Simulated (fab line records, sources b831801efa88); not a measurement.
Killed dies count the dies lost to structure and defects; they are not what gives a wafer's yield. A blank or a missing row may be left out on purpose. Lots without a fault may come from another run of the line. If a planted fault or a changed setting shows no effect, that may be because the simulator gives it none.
A struck lot beside a sound one ; flow sky130 ; 36 steps out of a route of 708
Sound: these wafers, L492.3, L492.5, L492.6. Struck: wafer L483.2 (L483.1, L483.3, from the same lot, were not struck and are left out); the cause is given at the end.
Each step with rows lists, per side, the tool, then ch with its chambers, then its first start. Under that, the readings that differ: sound wafers ; struck wafers ; difference of the means ; sigmas: that difference in standard deviations of wafers without a fault.
alike: readings with means less than 2 such deviations apart, plus words and numbers identical on both sides. not compared: withheld readings, readings lacking a value on some wafer, bounds such as >300 that could conceal the same value, and numbers that have no deviation in the record and whose values overlap.
A row with sigmas, a row that says differs or no value, or rows on one side alone: a step with any of these is where the two part. When numbers do not overlap yet have no deviation, they are printed without sigmas and do not part them. A reading that every wafer of one side lacks parts them only if that side has two wafers or more.

first, 10 steps without rows for these wafers: SKY_VIA3_STRIP_17 (strips in post etch residue remover, time 1200 s); SKY_VIA3_CLEAN_18 (cleans in IPA, time 180 s); SKY_VIA3_CLEAN_19 (cleans in O3/DIW); SKY_VIA3_SPUTTER_20 (material TiN, target thk 20 nm, time 80 s); SKY_VIA3_CVD_21 (deposits W, target thk 390 nm, time 117.31 s); SKY_VIA3_CMP_24 (polishes, stops on SiO2, t overpolish 20 s, target thk 0 nm); SKY_METAL4_SPUTTER_00 (material Ti, target thk 15 nm, time 10 s); SKY_METAL4_SPUTTER_01 (material TiN, target thk 20 nm, time 16.7 s); SKY_METAL4_SPUTTER_02 (material AlCu, target thk 735 nm, time 39.1 s); SKY_METAL4_SPUTTER_03 (material Ti, target thk 5 nm, time 3.3 s).
SKY_METAL4_SPUTTER_04: material TiN, target thk 70 nm, time 58.3 s.
  sound: pvdSputter-04 at day 45 22:36; struck: pvdSputter-03 at day 43 16:01
reading;sound;struck;difference;sigmas
model.TiN_of_METAL4_SPUTTER_04.thkNm (nm);72.01 72.52 72.51;105.8;+33.5;
  alike: cathodeDcPowerW, chamberPressurePa, throttleValvePct
then, 23 steps without rows for these wafers: SKY_CAP2M_CVD_00 (deposits SiO2, target thk 15.5 nm); SKY_CAP2M_SPUTTER_02 (material TiN, target thk 200 nm, time 166.7 s); SKY_CAP2M_DEHYDRATE_05 (time 60 s); SKY_CAP2M_HMDS_06 (prime time 60 s); SKY_CAP2M_COAT_07 (resist thk 1140 nm); SKY_CAP2M_SOFTBAKE_08 (time 60 s); SKY_CAP2M_EXPOSE_09 (exposes mask CAP2M, target cd 1000 nm); SKY_CAP2M_PEB_10; SKY_CAP2M_DEVELOP_11 (develop time 60 s); SKY_CAP2M_METAL_ETCH_13 (etches TiN in Cl2/BCl3, stops on SiO2, target depth 220 nm, time 62.9 s); SKY_CAP2M_STRIP_14 (strips in O2/N2); SKY_CAP2M_STRIP_15 (strips in post etch residue remover, time 1200 s); SKY_CAP2M_CLEAN_16 (cleans in IPA, time 180 s); SKY_CAP2M_CLEAN_17 (cleans in O3/DIW); SKY_METAL4_DEHYDRATE_05 (time 60 s); SKY_METAL4_HMDS_06 (prime time 60 s); SKY_METAL4_COAT_07 (resist thk 60 nm); SKY_METAL4_COAT_08 (resist thk 1140 nm); SKY_METAL4_SOFTBAKE_09 (time 90 s); SKY_METAL4_EXPOSE_10 (exposes mask MM4, target cd 300 nm); SKY_METAL4_PEB_11; SKY_METAL4_DEVELOP_12 (develop time 60 s); SKY_METAL4_DESCUM_15 (chemistry O2, time 8 s).
SKY_METAL4_METAL_ETCH_18: etches the open film in Cl2/BCl3, stops on SiO2, target depth 845 nm, time 183.1 s.
  sound on rieMetal-01 ch 0,1, day 47 16:03; struck on rieMetal-02 ch 1, day 45 13:02
reading;sound;struck;difference;sigmas
oesProductAu (a.u.);0.861 0.869 0.860;0.888;+0.025;+4
rfHoursCounterH (h);- - -;17;no value on the sound wafers;
  alike: biasW, drypumpMotorCurrentA, mfcCl2Sccm, rfFwdPowerW, throttleValvePct
-- the record jumps here: 4 days lie between the struck wafers' starts before and after (it left off in module METAL4 and takes up again in module PAD_OPEN, whose first step shown is number 708 of the route) --
SKY_PAD_OPEN_PROBE_99:
  sound: prober-01 at day 50 21:37; struck: prober-02 at day 49 02:54
reading;sound;struck;difference;sigmas
model.etest.via4Chain.rcOhm;0.7788 0.8268 0.8235;0.8593;+0.0496;
  alike: defectLimitedYield, killed_at_M0_to_M3, killed_at_M4_up, killedAtContacts, killedAtFrontEnd, killedAtOther, killedDies, killedOnRim, killedOpen, killedShort, sort_bin_3_pad_short, sort_bin_5_function, sort_bin_6_memory, sortNPass, sortYieldPct

== WHERE THEY PART ==
Within this record, at SKY_METAL4_METAL_ETCH_18 only. Later steps at which nothing parts them and some readings are alike: SKY_PAD_OPEN_PROBE_99.

WHY: the cause the simulator had injected
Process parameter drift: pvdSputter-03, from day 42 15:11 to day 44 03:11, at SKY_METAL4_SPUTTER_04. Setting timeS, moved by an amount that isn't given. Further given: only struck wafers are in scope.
